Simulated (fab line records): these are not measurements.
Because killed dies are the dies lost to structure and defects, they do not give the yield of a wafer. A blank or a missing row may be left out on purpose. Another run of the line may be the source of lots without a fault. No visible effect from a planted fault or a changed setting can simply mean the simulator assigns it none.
fab line records	flow sky130
[record] lots = 5	wafers = 15	lastDay = 50
route steps=708 shown METAL4@637 VIA4@639 METAL5@661
lots untouched by any fault: they come from a run of this same line in which no faults occurred
startH: start of the lot's first displayed wafer, in hours after the record's first day	waitH: how many hours have passed since the lot's step before this one	" identical to the entry in the row above	L1.1+2: a single row standing in for several wafers	- either no value or no given start	* or withheld: withheld	< > ~ a bound
route shown NAME@n: names a module that has steps shown in the file, with the first one's number in the route	usual: mean/standard deviation taken from wafers without a fault	same: alike in all rows	chamber/n: place in a boat	sites: readings site by site	_std_site: standard deviation across them	_edge_site: outer sites' mean less inner sites'	radiusMm: how far each site lies from the wafer's centre	mask NAME#n: copy n	behind: the tool/chamber that last shaped the wafer	hold: the reason the lot was held/the length of the hold in hours/how it ended	device: transistor that didn't switch, given as n, p or np	end of line: the tests these same wafers got at the end of their route	a step with no rows: only its recipe	killed: count of dies lost to structure and defects at first sort (not the wafer's yield)	map: per-die view of a wafer (x killed, . not killed, _ where there is no die)
set.NAME: setting as actually run; set.NAME@STEP: the setting as run at that earlier step	model.NAME: the simulator's own value behind a step, which no gauge read
a table for each step, a row for each wafer; lots at some steps of the route
services: when a tool's chamber went out of use (startH, in hours from the record's first day, below 0 if earlier), for how many hours, and the reason
[[steps]]
[step SKY_METAL4_CLEAN_21]
[recipe] chemistry = IPA	timeS = 180	tempC = 25
lot.wafer	tool	chamber	startH	waitH
L076.1+3+6	wetBench-02	1	991.16	0.0
L082.3+5+6	wetBench-02	0	1026.01	0.0
L089.2+4+5	wetBench-03	1	1077.07	0.0
L091.2+4+5	wetBench-02	1	1117.35	0.0
L093.2+3+5	wetBench-02	1	1117.66	0.0
[step SKY_METAL4_CLEAN_22]
[recipe] chemistry = O3/DIW	dry = n2Spin
lot.wafer	tool	chamber	startH	waitH
L076.1+3+6	wetBench-03	2	991.23	0.0
L082.3+5+6	wetBench-03	2	1026.07	0.0
L089.2+4+5	wetBench-03	1	1077.14	0.0
L091.2+4+5	wetBench-02	3	1117.40	0.0
L093.2+3+5	wetBench-02	2	1117.74	0.0
[step SKY_VIA4_HDPCVD_00]
[recipe] material = SiO2	targetThkNm = 1750	sigmaOpenFrac = 0.3	timeS = 291.7	tempC = 400	sih4FlowSccm = 60	pressureMtorr = 6
lot.wafer	tool	chamber	startH	waitH
L076.1+3+6	hdpcvd-02	1,0,0	991.32	0.0
L082.3+5+6	hdpcvd-01	2,0,1	1026.16	0.0
L089.2+4+5	hdpcvd-01	0,2,0	1077.24	0.0
L091.2+4+5	hdpcvd-01	2,1,0	1117.50	0.0
L093.2+3+5	hdpcvd-01	2,1,1	1117.83	0.0
[step SKY_VIA4_THK_MEAS_01]
[recipe] reads = SiO2_of_VIA4_HDPCVD_00
[usual] VIA4_HDPCVD_THK = 1748/17
lot.wafer	tool	chamber	startH	waitH	VIA4_HDPCVD_THK[nm]
L076.1	filmMetro-01	-	991.50	0.1	1747
L076.3	"	-	"	"	1759
L076.6	"	-	"	"	1762
L082.3	filmMetro-03	-	1026.36	0.1	1728
L082.5	"	-	"	"	1725
L082.6	"	-	"	"	1730
L089.2	filmMetro-02	-	1077.42	0.1	1766
L089.4	"	-	"	"	1740
L089.5	"	-	"	"	1764
L091.2	filmMetro-03	-	1117.69	0.1	1759
L091.4	"	-	"	"	1732
L091.5	"	-	"	"	1750
L093.2	filmMetro-02	-	1118.02	0.1	1739
L093.3	"	-	"	"	1746
L093.5	"	-	"	"	1733
[step SKY_VIA4_CMP_02]
[recipe] material = SiO2	downForcePsi = 4	platenRpm = 60	padVelocityMS = 0.94248
[usual] motorCurrentA = 12.4/0.96	slurryFilterDpKPa = 13.49/0.13
lot.wafer	tool	chamber	startH	waitH	motorCurrentA	slurryFilterDpKPa
L076.3	cmp-02	1	991.61	0.1	12.2	13.41
L076.1	"	2	"	"	14.6	13.54
L076.6	"	0	"	"	11.8	13.70
L082.3	cmp-01	3	1026.40	0.0	11.2	13.62
L082.5	"	3	"	"	11.6	13.59
L082.6	"	0	"	"	12.4	13.30
L089.2	cmp-01	2	1077.52	0.1	10.8	13.47
L089.4	"	0	"	"	11.7	13.49
L089.5	"	1	"	"	12.8	13.61
L091.2	cmp-01	1	1118.02	0.3	11.9	13.69
L091.4	"	2	"	"	12.0	13.56
L091.5	"	2	"	"	12.4	13.32
L093.2	cmp-01	2	1118.42	0.4	11.3	13.55
L093.3	"	3	"	"	11.1	13.29
L093.5	"	0	"	"	13.3	13.67
[step SKY_VIA4_BOW_MEAS_03]
[recipe] mode = bow
[usual] VIA4_BOW = 82/8.1
lot.wafer	tool	chamber	startH	waitH	VIA4_BOW[um]
L076.1	filmMetro-03	-	991.86	0.1	78
L076.3	"	-	"	"	79
L076.6	"	-	"	"	70
L082.3	filmMetro-03	-	1026.74	0.3	85
L082.5	"	-	"	"	70
L082.6	"	-	"	"	63
L089.2	filmMetro-01	-	1077.79	0.2	73
L089.4	"	-	"	"	86
L089.5	"	-	"	"	86
L091.2	filmMetro-02	-	1118.34	0.3	93
L091.4	"	-	"	"	75
L091.5	"	-	"	"	89
L093.2	filmMetro-01	-	1118.64	0.2	87
L093.3	"	-	"	"	81
L093.5	"	-	"	"	88
[step SKY_VIA4_DEHYDRATE_04]
[recipe] tempC = 200	timeS = 60
[usual] chillPlateTempC = 23.02/0.11
lot.wafer	tool	chamber	startH	waitH	chillPlateTempC
L076.1	lithoTrack-03	0	1003.03	11.1	22.88
L076.3	"	0	"	"	22.95
L076.6	"	0	"	"	22.85
L082.3	lithoTrack-01	0	1036.52	9.8	22.97
L082.5	"	0	"	"	22.92
L082.6	"	0	"	"	22.95
L089.2	lithoTrack-02	0	1087.81	10.0	23.12
L089.4	"	0	"	"	22.98
L089.5	"	0	"	"	23.04
L091.2	lithoTrack-03	0	1126.55	8.2	23.06
L091.4	"	0	"	"	22.86
L091.5	"	0	"	"	23.10
L093.2	lithoTrack-03	0	1127.15	8.5	22.89
L093.3	"	0	"	"	22.82
L093.5	"	0	"	"	23.03
[step SKY_VIA4_HMDS_05]
[recipe] primeTimeS = 60	primeTempC = 120
[usual] chillPlateTempC = 23.01/0.11
lot.wafer	tool	chamber	startH	waitH	chillPlateTempC
L076.1	lithoTrack-03	0	1003.18	0.1	22.97
L076.3	"	0	"	"	23.03
L076.6	"	0	"	"	23.19
L082.3	lithoTrack-01	0	1036.67	0.1	23.21
L082.5	"	0	"	"	23.26
L082.6	"	0	"	"	23.11
L089.2	lithoTrack-02	0	1087.96	0.1	23.20
L089.4	"	0	"	"	23.01
L089.5	"	0	"	"	23.10
L091.2	lithoTrack-03	0	1126.70	0.1	22.83
L091.4	"	0	"	"	22.90
L091.5	"	0	"	"	22.87
L093.2	lithoTrack-03	0	1127.30	0.1	23.16
L093.3	"	0	"	"	22.99
L093.5	"	0	"	"	22.90
[step SKY_VIA4_COAT_06]
[recipe] resist = NOVOLAK	spinRpm = 3000	resistThkNm = 1140
[usual] chillPlateTempC = 22.98/0.11
lot.wafer	tool	chamber	startH	waitH	chillPlateTempC
L076.1	lithoTrack-03	0	1003.33	0.1	22.92
L076.3	"	0	"	"	22.84
L076.6	"	0	"	"	22.95
L082.3	lithoTrack-01	0	1036.82	0.1	23.10
L082.5	"	0	"	"	23.04
L082.6	"	0	"	"	22.89
L089.2	lithoTrack-02	0	1088.11	0.1	22.95
L089.4	"	0	"	"	22.98
L089.5	"	0	"	"	22.85
L091.2	lithoTrack-03	0	1126.85	0.1	23.05
L091.4	"	0	"	"	23.04
L091.5	"	0	"	"	23.10
L093.2	lithoTrack-03	0	1127.45	0.1	23.00
L093.3	"	0	"	"	23.00
L093.5	"	0	"	"	22.99
[step SKY_VIA4_SOFTBAKE_07]
[recipe] tempC = 90	timeS = 60	resist = NOVOLAK
[usual] chillPlateTempC = 23.02/0.11
lot.wafer	tool	chamber	startH	waitH	chillPlateTempC
L076.1	lithoTrack-03	0	1003.48	0.1	22.83
L076.3	"	0	"	"	22.97
L076.6	"	0	"	"	23.01
L082.3	lithoTrack-01	0	1036.97	0.1	23.23
L082.5	"	0	"	"	23.10
L082.6	"	0	"	"	23.23
L089.2	lithoTrack-02	0	1088.26	0.1	23.02
L089.4	"	0	"	"	23.09
L089.5	"	0	"	"	23.05
L091.2	lithoTrack-03	0	1127.00	0.1	23.00
L091.4	"	0	"	"	22.96
L091.5	"	0	"	"	22.92
L093.2	lithoTrack-03	0	1127.60	0.1	23.03
L093.3	"	0	"	"	23.16
L093.5	"	0	"	"	23.08
[step SKY_VIA4_EXPOSE_08]
[recipe] maskId = VIM4	na = 0.6	sourceShape = conventional	sigmaOuter = 0.6	polarization = unpolarized	targetCdNm = 800	doseMj = 132
[usual] reticleTempC = 22.99/0.1
lot.wafer	tool	chamber	startH	waitH	mask	reticleTempC
L076.1	ilineStepper-02	0	-	-	VIM4#0	23.09
L076.3	"	0	"	"	VIM4#0	23.06
L076.6	"	0	"	"	VIM4#0	23.08
L082.3	ilineStepper-01	0	-	-	VIM4#0	23.00
L082.5	"	0	"	"	VIM4#0	23.00
L082.6	"	0	"	"	VIM4#0	23.10
L089.2	ilineStepper-02	0	-	-	VIM4#0	23.10
L089.4	"	0	"	"	VIM4#0	23.04
L089.5	"	0	"	"	VIM4#0	23.03
L091.2	ilineStepper-01	0	-	-	VIM4#0	23.02
L091.4	"	0	"	"	VIM4#0	23.21
L091.5	"	0	"	"	VIM4#0	23.01
L093.2	ilineStepper-02	0	-	-	VIM4#0	23.12
L093.3	"	0	"	"	VIM4#0	23.05
L093.5	"	0	"	"	VIM4#0	23.09
[step SKY_VIA4_PEB_09]
[recipe] tempC = withheld	timeS = *	resist = NOVOLAK
[usual] chillPlateTempC = *
lot.wafer	tool	chamber	startH	waitH	chillPlateTempC
L076.1	lithoTrack-01	0	-	-	*
L076.3	"	0	"	"	*
L076.6	"	0	"	"	*
L082.3	lithoTrack-02	0	-	-	*
L082.5	"	0	"	"	*
L082.6	"	0	"	"	*
L089.2	lithoTrack-03	0	-	-	*
L089.4	"	0	"	"	*
L089.5	"	0	"	"	*
L091.2	lithoTrack-02	0	-	-	*
L091.4	"	0	"	"	*
L091.5	"	0	"	"	*
L093.2	lithoTrack-01	0	-	-	*
L093.3	"	0	"	"	*
L093.5	"	0	"	"	*
[step SKY_VIA4_DEVELOP_10]
[recipe] resist = NOVOLAK	developer = TMAH	developTimeS = 60	devTempC = 23
[usual] chillPlateTempC = 23.00/0.11
lot.wafer	tool	chamber	startH	waitH	chillPlateTempC
L076.1	lithoTrack-01	0	1014.67	0.1	23.13
L076.3	"	0	"	"	23.17
L076.6	"	0	"	"	23.12
L082.3	lithoTrack-02	0	1048.79	0.1	22.96
L082.5	"	0	"	"	22.89
L082.6	"	0	"	"	22.81
L089.2	lithoTrack-03	0	1097.60	0.1	23.15
L089.4	"	0	"	"	23.06
L089.5	"	0	"	"	23.10
L091.2	lithoTrack-02	0	1137.46	0.1	22.91
L091.4	"	0	"	"	22.89
L091.5	"	0	"	"	22.88
L093.2	lithoTrack-01	0	1137.84	0.1	22.88
L093.3	"	0	"	"	23.08
L093.5	"	0	"	"	22.95
[step SKY_VIA4_OVL_MEAS_11]
[usual] VIA4_OVL = -0.2/1.5
lot.wafer	tool	chamber	startH	waitH	VIA4_OVL[nm]
L076.1	overlay-02	-	1014.82	0.1	2.6
L076.3	"	-	"	"	0.7
L076.6	"	-	"	"	0.4
L082.3	overlay-01	-	1048.90	0.1	-0.6
L082.5	"	-	"	"	2.9
L082.6	"	-	"	"	0.6
L089.2	overlay-02	-	1097.73	0.1	-1.1
L089.4	"	-	"	"	0.1
L089.5	"	-	"	"	0.5
L091.2	overlay-02	-	1137.60	0.1	-0.2
L091.4	"	-	"	"	-0.4
L091.5	"	-	"	"	-0.3
L093.2	overlay-02	-	1137.97	0.1	1.0
L093.3	"	-	"	"	0.4
L093.5	"	-	"	"	-0.2
[step SKY_VIA4_ETCH_12]
[recipe] target = SiO2	chemistry = C4F8/O2/Ar	stopOn = TiN	maskMaterial = NOVOLAK	sourceW = 1500	biasW = 1200	pressureMtorr = 40	c4f8FlowSccm = withheld	O2_flow_sccm = 6	Ar_flow_sccm = 300	timeS = withheld	targetDepthA = 5800
[usual] oesProductAu = 0.926/0.0049
lot.wafer	tool	chamber	startH	waitH	oesProductAu
L076.1	rieDiel-03	1	1014.85	0.0	0.923
L076.3	"	3	"	"	0.932
L076.6	"	3	"	"	0.923
L082.3	rieDiel-03	3	1048.92	0.0	0.927
L082.5	"	2	"	"	0.937
L082.6	"	3	"	"	0.916
L089.2	rieDiel-03	1	1097.76	0.0	0.928
L089.4	"	1	"	"	0.927
L089.5	"	0	"	"	0.915
L091.2	rieDiel-04	3	1137.63	0.0	0.925
L091.4	"	1	"	"	0.927
L091.5	"	1	"	"	0.932
L093.2	rieDiel-03	0	1138.00	0.0	0.923
L093.3	"	2	"	"	0.928
L093.5	"	2	"	"	0.939
[step SKY_VIA4_STRIP_13]
[recipe] chemistry = O2/N2	powerW = 1400	pressureMtorr = 1500	platenTempC = withheld	o2FlowSccm = 3000	n2FlowSccm = 300	overashFraction = 0.5
[usual] drypumpMotorCurrentA = 5.7/0.38	oesProductAu = 0.710/0.0046	stripTimeToEndpointS = 12.808/0.027
lot.wafer	tool	chamber	startH	waitH	drypumpMotorCurrentA	oesProductAu	rfHoursCounterH	stripTimeToEndpointS
L076.1	plasmaAsher-02	1	1014.92	-	6.0	0.705	92	12.823
L076.3	"	0	"	"	6.0	0.716	-	12.837
L076.6	"	0	"	"	6.0	0.705	-	12.817
L082.3	plasmaAsher-02	1	1049.03	-	6.0	0.703	-	12.836
L082.5	"	0	"	"	6.0	0.710	-	12.856
L082.6	"	1	"	"	6.0	0.719	-	12.826
L089.2	plasmaAsher-03	0	1097.84	-	5.9	0.717	4	12.831
L089.4	"	1	"	"	5.8	0.714	-	12.803
L089.5	"	0	"	"	5.9	0.715	-	12.787
L091.2	plasmaAsher-01	1	1137.70	-	4.9	0.714	37	12.762
L091.4	"	1	"	"	4.9	0.709	-	12.796
L091.5	"	0	"	"	5.6	0.711	-	12.730
L093.2	plasmaAsher-02	1	1138.08	-	6.0	0.708	104	12.823
L093.3	"	1	"	"	6.0	0.705	-	12.802
L093.5	"	0	"	"	6.0	0.712	-	12.800
[step SKY_VIA4_STRIP_14]
[recipe] chemistry = postEtchResidueRemover	timeS = 1200	tempC = 72.5
[usual] bathGuardTempC = 72.4/0.37
lot.wafer	tool	chamber	startH	waitH	bathGuardTempC
L076.1	wetBench-03	0	1015.02	0.1	72.5
L076.3	"	0	"	"	72.8
L076.6	"	0	"	"	72.7
L082.3	wetBench-03	2	1049.10	0.0	72.5
L082.5	"	2	"	"	72.3
L082.6	"	2	"	"	72.1
L089.2	wetBench-01	1	1097.96	0.1	72.8
L089.4	"	1	"	"	72.9
L089.5	"	1	"	"	72.2
L091.2	wetBench-01	2	1137.85	0.1	72.5
L091.4	"	2	"	"	72.7
L091.5	"	2	"	"	72.2
L093.2	wetBench-01	0	1138.19	0.1	72.5
L093.3	"	0	"	"	72.3
L093.5	"	0	"	"	72.6
[step SKY_VIA4_CLEAN_15]
[recipe] chemistry = IPA	timeS = 180	tempC = 25
lot.wafer	tool	chamber	startH	waitH
L076.1+3+6	wetBench-02	1	1015.37	0.0
L082.3+5+6	wetBench-02	3	1049.44	0.0
L089.2+4+5	wetBench-02	0	1098.70	0.1
L091.2+4+5	wetBench-03	1	1138.21	0.0
L093.2+3+5	wetBench-02	3	1138.81	0.3
[step SKY_VIA4_CLEAN_16]
[recipe] chemistry = O3/DIW	dry = n2Spin
lot.wafer	tool	chamber	startH	waitH
L076.1+3+6	wetBench-01	3	1015.43	0.0
L082.3+5+6	wetBench-02	3	1049.50	0.0
L089.2+4+5	wetBench-02	0	1098.76	0.0
L091.2+4+5	wetBench-02	2	1138.37	0.0
L093.2+3+5	wetBench-03	1	1138.97	0.1
[step SKY_VIA4_SPUTTER_17]
[recipe] material = TiN	targetThkNm = 20	chamberPressurePa = 5	powerW = 4000	timeS = 80
[usual] throttleValvePct = 30.0/1.4
lot.wafer	tool	chamber	startH	waitH	throttleValvePct
L076.1	pvdSputter-01	-	1015.53	0.0	29.7
L076.3	"	-	"	"	29.5
L076.6	"	-	"	"	29.6
L082.3	pvdSputter-01	-	1049.59	0.0	31.5
L082.5	"	-	"	"	29.7
L082.6	"	-	"	"	31.2
L089.2	pvdSputter-04	-	1098.85	0.0	29.9
L089.4	"	-	"	"	29.6
L089.5	"	-	"	"	30.1
L091.2	pvdSputter-01	-	1138.46	0.0	32.6
L091.4	"	-	"	"	29.8
L091.5	"	-	"	"	31.1
L093.2	pvdSputter-03	-	1139.16	0.0	29.0
L093.3	"	-	"	"	29.2
L093.5	"	-	"	"	27.6
[step SKY_VIA4_CVD_18]
[recipe] material = W	targetThkNm = 505	timeS = 152.14	tempC = 400	pressureTorr = 40
[usual] heaterPowerW = 890/96
lot.wafer	tool	chamber	startH	waitH	heaterPowerW
L076.1	cvdW-02	0	1015.59	0.0	745
L076.3	"	1	"	"	924
L076.6	"	0	"	"	748
L082.3	cvdW-01	0	1049.70	0.1	889
L082.5	"	0	"	"	872
L082.6	"	1	"	"	995
L089.2	cvdW-01	1	1098.91	0.0	1031
L089.4	"	1	"	"	1022
L089.5	"	0	"	"	883
L091.2	cvdW-02	1	1138.53	0.0	926
L091.4	"	1	"	"	902
L091.5	"	0	"	"	762
L093.2	cvdW-01	0	1139.22	0.0	891
L093.3	"	0	"	"	909
L093.5	"	0	"	"	887
[step SKY_VIA4_RS_MEAS_19]
[recipe] thkMeasGauge = four-point-probe	reads = W_of_VIA4_CVD_18+TiN_of_VIA4_SPUTTER_17
[usual] VIA4_W_RS = 0.2269/0.0025
lot.wafer	tool	chamber	startH	waitH	VIA4_W_RS[ohm/sq]
L076.1	filmMetro-02	-	1015.74	0.1	0.2279
L076.3	"	-	"	"	0.2282
L076.6	"	-	"	"	0.2304
L082.3	filmMetro-01	-	1049.84	0.1	0.2261
L082.5	"	-	"	"	0.2268
L082.6	"	-	"	"	0.2231
L089.2	filmMetro-02	-	1099.08	0.1	0.2260
L089.4	"	-	"	"	0.2290
L089.5	"	-	"	"	0.2315
L091.2	filmMetro-03	-	1138.70	0.1	0.2268
L091.4	"	-	"	"	0.2268
L091.5	"	-	"	"	0.2283
L093.2	filmMetro-01	-	1139.39	0.1	0.2250
L093.3	"	-	"	"	0.2248
L093.5	"	-	"	"	0.2274
[step SKY_VIA4_THK_MEAS_20]
[recipe] thkMeasGauge = xrf	reads = W_of_VIA4_CVD_18
[usual] VIA4_W_THK = 516/5.7
lot.wafer	tool	chamber	startH	waitH	VIA4_W_THK[nm]
L076.1	filmMetro-02	-	1015.86	0.1	517
L076.3	"	-	"	"	516
L076.6	"	-	"	"	510
L082.3	filmMetro-01	-	1049.94	0.1	510
L082.5	"	-	"	"	513
L082.6	"	-	"	"	518
L089.2	filmMetro-02	-	1099.19	0.1	522
L089.4	"	-	"	"	516
L089.5	"	-	"	"	510
L091.2	filmMetro-03	-	1138.81	0.1	516
L091.4	"	-	"	"	517
L091.5	"	-	"	"	515
L093.2	filmMetro-01	-	1139.50	0.1	519
L093.3	"	-	"	"	519
L093.5	"	-	"	"	511
[step SKY_VIA4_CMP_21]
[recipe] stopOn = SiO2	tOverpolishS = 25	downForcePsi = 3.5	platenRpm = 60	targetThkNm = 0	padVelocityMS = 0.94248
[usual] motorCurrentA = 11.7/0.97	overpolishRunS = 25.000/0.01	slurryFilterDpKPa = 13.52/0.13	timeToEndpointS = 120/4.9
[same] tOverpolishS = 25
lot.wafer	tool	chamber	startH	waitH	motorCurrentA	overpolishRunS	slurryFilterDpKPa	timeToEndpointS
L076.3	cmp-02	3	1016.02	0.1	11.9	25.014	13.46	119
L076.1	"	0	"	"	11.1	25.010	13.48	120
L076.6	"	2	"	"	13.6	25.002	13.44	122
L082.3	cmp-02	0	1050.13	0.2	11.7	25.012	13.63	114
L082.5	"	1	"	"	11.3	24.997	13.63	122
L082.6	"	2	"	"	13.1	24.993	13.49	121
L089.4	cmp-02	3	1099.29	0.1	11.5	25.006	13.28	116
L089.2	"	1	"	"	11.4	24.992	13.57	129
L089.5	"	3	"	"	12.4	24.987	13.49	115
L091.2	cmp-02	2	1139.10	0.3	13.8	25.012	13.70	120
L091.4	"	3	"	"	11.9	25.010	13.46	122
L091.5	"	1	"	"	11.0	25.002	13.47	126
L093.2	cmp-02	2	1140.55	1.0	12.5	24.998	13.40	118
L093.3	"	1	"	"	12.0	25.014	13.46	131
L093.5	"	3	"	"	12.2	24.992	13.29	121
[step SKY_METAL5_SPUTTER_00]
[recipe] material = Ti	targetThkNm = 15	powerW = 3000	timeS = 10	chamberPressurePa = 0.4
[usual] throttleValvePct = 29.9/1.4
lot.wafer	tool	chamber	startH	waitH	throttleValvePct
L076.1	pvdSputter-04	-	1016.22	0.1	28.3
L076.3	"	-	"	"	31.7
L076.6	"	-	"	"	31.8
L082.3	pvdSputter-02	-	1050.28	0.1	31.3
L082.5	"	-	"	"	31.4
L082.6	"	-	"	"	31.9
L089.2	pvdSputter-03	-	1099.54	0.1	28.9
L089.4	"	-	"	"	29.4
L089.5	"	-	"	"	29.7
L091.2	pvdSputter-04	-	1139.35	0.2	29.9
L091.4	"	-	"	"	31.6
L091.5	"	-	"	"	31.7
L093.2	pvdSputter-02	-	1140.85	0.2	28.5
L093.3	"	-	"	"	31.8
L093.5	"	-	"	"	31.6
[step SKY_METAL5_SPUTTER_01]
[recipe] material = TiN	targetThkNm = 20	powerW = 6500	timeS = 16.7	chamberPressurePa = 0.4
[usual] throttleValvePct = 29.9/1.4
lot.wafer	tool	chamber	startH	waitH	throttleValvePct
L076.1	pvdSputter-04	-	1016.25	0.0	28.3
L076.3	"	-	"	"	31.4
L076.6	"	-	"	"	31.8
L082.3	pvdSputter-02	-	1050.30	0.0	31.3
L082.5	"	-	"	"	31.1
L082.6	"	-	"	"	31.7
L089.2	pvdSputter-03	-	1099.57	0.0	29.1
L089.4	"	-	"	"	29.4
L089.5	"	-	"	"	29.4
L091.2	pvdSputter-04	-	1139.38	0.0	30.0
L091.4	"	-	"	"	31.3
L091.5	"	-	"	"	31.7
L093.2	pvdSputter-02	-	1140.88	0.0	28.8
L093.3	"	-	"	"	31.7
L093.5	"	-	"	"	31.8
[step SKY_METAL5_SPUTTER_02]
[recipe] material = AlCu	targetThkNm = 1150	powerW = 10600	timeS = 61.2	chamberPressurePa = 0.4
[usual] throttleValvePct = 29.9/1.4
lot.wafer	tool	chamber	startH	waitH	throttleValvePct
L076.1	pvdSputter-04	-	1016.27	0.0	28.2
L076.3	"	-	"	"	31.8
L076.6	"	-	"	"	31.3
L082.3	pvdSputter-02	-	1050.33	0.0	31.1
L082.5	"	-	"	"	31.1
L082.6	"	-	"	"	31.7
L089.2	pvdSputter-03	-	1099.59	0.0	28.9
L089.4	"	-	"	"	29.3
L089.5	"	-	"	"	29.3
L091.2	pvdSputter-04	-	1139.40	0.0	29.8
L091.4	"	-	"	"	31.9
L091.5	"	-	"	"	31.5
L093.2	pvdSputter-02	-	1140.91	0.0	28.5
L093.3	"	-	"	"	31.8
L093.5	"	-	"	"	32.0
[step SKY_METAL5_SPUTTER_03]
[recipe] material = Ti	targetThkNm = 5	powerW = 3000	timeS = 3.3	chamberPressurePa = 0.4
[usual] throttleValvePct = 30.0/1.4
lot.wafer	tool	chamber	startH	waitH	throttleValvePct
L076.1	pvdSputter-04	-	1016.32	0.0	28.4
L076.3	"	-	"	"	31.6
L076.6	"	-	"	"	31.6
L082.3	pvdSputter-02	-	1050.38	0.0	31.4
L082.5	"	-	"	"	31.2
L082.6	"	-	"	"	31.9
L089.2	pvdSputter-03	-	1099.64	0.0	29.1
L089.4	"	-	"	"	29.5
L089.5	"	-	"	"	29.3
L091.2	pvdSputter-04	-	1139.45	0.0	29.9
L091.4	"	-	"	"	31.7
L091.5	"	-	"	"	31.4
L093.2	pvdSputter-02	-	1140.96	0.0	28.7
L093.3	"	-	"	"	31.6
L093.5	"	-	"	"	31.6
[[services]]
tool	chamber	startH	hours	kind
cmp-02	-	982.57	4.1	pm
pvdSputter-02	-	983.12	1.3	repair
pvdSputter-03	-	984.20	3.6	repair
pvdSputter-03	-	986.73	3.8	repair
wetBench-01	-	986.95	2.7	repair
cmp-01	-	987.42	1.4	repair
cmp-01	-	991.57	3.6	repair
wetBench-02	-	1026.74	3.8	repair
cmp-01	-	1040.99	1.1	repair
cmp-01	-	1046.89	0.7	repair
pvdSputter-03	-	1055.11	9.2	repair
pvdSputter-03	-	1075.13	4.3	repair
rieDiel-03	-	1080.35	0.3	repair
rieDiel-03	1	1081.33	10.9	repair
cmp-01	-	1084.00	4.0	pm
cmp-02	-	1088.01	0.2	repair
cmp-02	-	1088.22	3.6	pm
cmp-02	-	1094.27	0.6	repair
hdpcvd-01	2	1095.85	6.1	repair
cmp-01	-	1099.58	1.3	repair
wetBench-03	-	1101.61	6.2	repair
rieDiel-03	-	1121.32	2.8	pm
cmp-01	-	1125.23	7.4	pm
pvdSputter-03	-	1135.95	2.3	repair
[[key]]
fault none
